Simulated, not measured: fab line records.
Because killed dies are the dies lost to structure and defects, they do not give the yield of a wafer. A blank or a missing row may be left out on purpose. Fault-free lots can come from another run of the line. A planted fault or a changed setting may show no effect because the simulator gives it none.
A struck lot beside a sound one | flow gf180mcu | 17 steps out of a route of 602
Sound: the wafers L475.2, L475.3, L475.4. Struck: wafers L467.1, L467.3, L467.4. The cause is given at the end.
Per side, at each step with rows, come the tool, then ch with its chambers, and then its first start. Under that, the readings that differ: sound wafers | struck wafers | difference of the means | sigmas: that difference in standard deviations of wafers without a fault.
alike: readings whose means differ by less than 2 such deviations, and words and numbers that are the same on both sides. not compared: withheld readings, readings that some wafer has no value for, bounds like >300 that may hide the same value, and numbers for which the record gives no deviation and whose values overlap.
Wherever a step has rows on one side only, a row that says differs or no value, or a row with sigmas, the two part there. Numbers that don't overlap but have no deviation are shown without sigmas and don't part them. A reading missing from all wafers of one side parts the sides only when that side holds two or more wafers.

first, 2 steps without rows for these wafers: GF_HV_LDD_PEB_44; GF_HV_LDD_DEVELOP_45 (develop time 60 s).
GF_HV_LDD_CD_MEAS_46: target cd 400 nm.
  sound on cd sem-02, day 17 02:37; struck on cd sem-01, day 14 11:39
  alike: cd nm
GF_HV_LDD_OVL_MEAS_47:
  sound on overlay-01, day 17 02:43; struck on overlay-02, day 14 11:46
  alike: HV_LDD_03_OVL
following that, these wafers have no rows for 1 step: GF_HV_LDD_IMPLANT_48.
GF_HV_LDD_STRIP_49: strips in O2/N2.
  sound on plasma asher-04 ch 0,1, day 17 02:54; struck on plasma asher-01 ch 0,1, day 14 11:57
  alike: drypump motor current A, heater power w, oes product au, strip time to endpoint s
  not compared: rf hours counter h
GF_HV_LDD_TW_MEAS_50:
  sound on film metro-02, day 17 03:01; struck on film metro-02, day 14 12:03
  alike: HV_LDD_4_TW
then, 1 step without rows for these wafers: GF_HV_LDD_CLEAN_51 (cleans in SC1/SC2, time 150 s).
GF_HV_LDD_RTA_52: time 10 s.
  sound on rtp anneal-01 ch 0, day 17 03:07; struck on rtp anneal-02 ch 0, day 14 12:10
  reading            | sound                | struck               | difference | sigmas
  lamp power pct (%) | 32.3 32.2 32.2       | 36.3 36.3 36.3       | +4.1       | +2
  wafer_temp_C_max   | 1003.8 1004.9 1004.5 | 1007.5 1007.9 1007.9 | +3.4       | +3
  alike: chamber o2 ppm
GF_HV_LDD_RS_MEAS_53: measurement is done with a four-point probe.
  sound on film metro-04, day 17 03:12; struck on film metro-04, day 14 12:14
  alike: HV_LDD_RS
then, 1 step without rows for these wafers: GF_HV_LDD_CVD_54 (deposits SiO2 from TEOS, target thk 10 nm, time 75 s).
GF_HV_LDD_THK_MEAS_55:
  sound on film metro-04, day 17 04:59; struck on film metro-01, day 14 13:49
  alike: HV_LDD_CVD_54_THK
GF_HV_LDD_CVD_56: deposits Si3N4 from DCS/NH3, target thk 90 nm, time 1543 s.
  sound on lpcvd-01 ch 0, day 17 05:02; struck on lpcvd-02 ch 0, day 14 13:53
  reading                                  | sound             | struck            | difference | sigmas
  model.Si3N4_of_HV_LDD_CVD_56.thk nm (nm) | 89.91 89.69 89.47 | 97.88 97.83 96.69 | +7.78      |
GF_HV_LDD_THK_MEAS_57:
  sound on film metro-04, day 17 06:29; struck on film metro-04, day 14 15:19
  reading                | sound          | struck         | difference | sigmas
  HV_LDD_CVD_56_THK (nm) | 89.9 89.7 89.6 | 97.8 97.8 96.7 | +7.7       | +10
GF_HV_LDD_ETCHBACK_58: etches Si3N4 in CH3F/O2, stops on SiO2, time 100 s, target depth 90 nm.
  sound on rie diel-03 ch 1,2,3, day 17 06:32; struck on rie diel-03 ch 0,2,3, day 14 15:22
  reading                  | sound             | struck            | difference | sigmas
  oes product au (a.u.)    | 0.845 0.837 0.847 | 0.883 0.881 0.880 | +0.038     | +6
  model.etch.depth nm (nm) | 89.91 89.69 89.47 | 97.88 97.83 96.69 | +7.78      |
  alike: drypump motor current A, throttle valve pct
  not compared: rf hours counter h
then, 1 step without rows for these wafers: GF_NSD_DEHYDRATE_00 (time 60 s).
-- the record jumps here: 16 days lie between the struck wafers' starts before and after (it left off in module NSD and takes up again in module PASSIVATION, whose first step shown is number 602 of the route) --
GF_PASSIVATION_PROBE_99:
  only the struck wafers here have rows in the record (prober-01, day 31 01:01); the sound ones have none

## WHERE THEY PART
Last at GF_PASSIVATION_PROBE_99 as far as this record goes, first at GF_HV_LDD_RTA_52.

WHY: what had been put in by the simulator
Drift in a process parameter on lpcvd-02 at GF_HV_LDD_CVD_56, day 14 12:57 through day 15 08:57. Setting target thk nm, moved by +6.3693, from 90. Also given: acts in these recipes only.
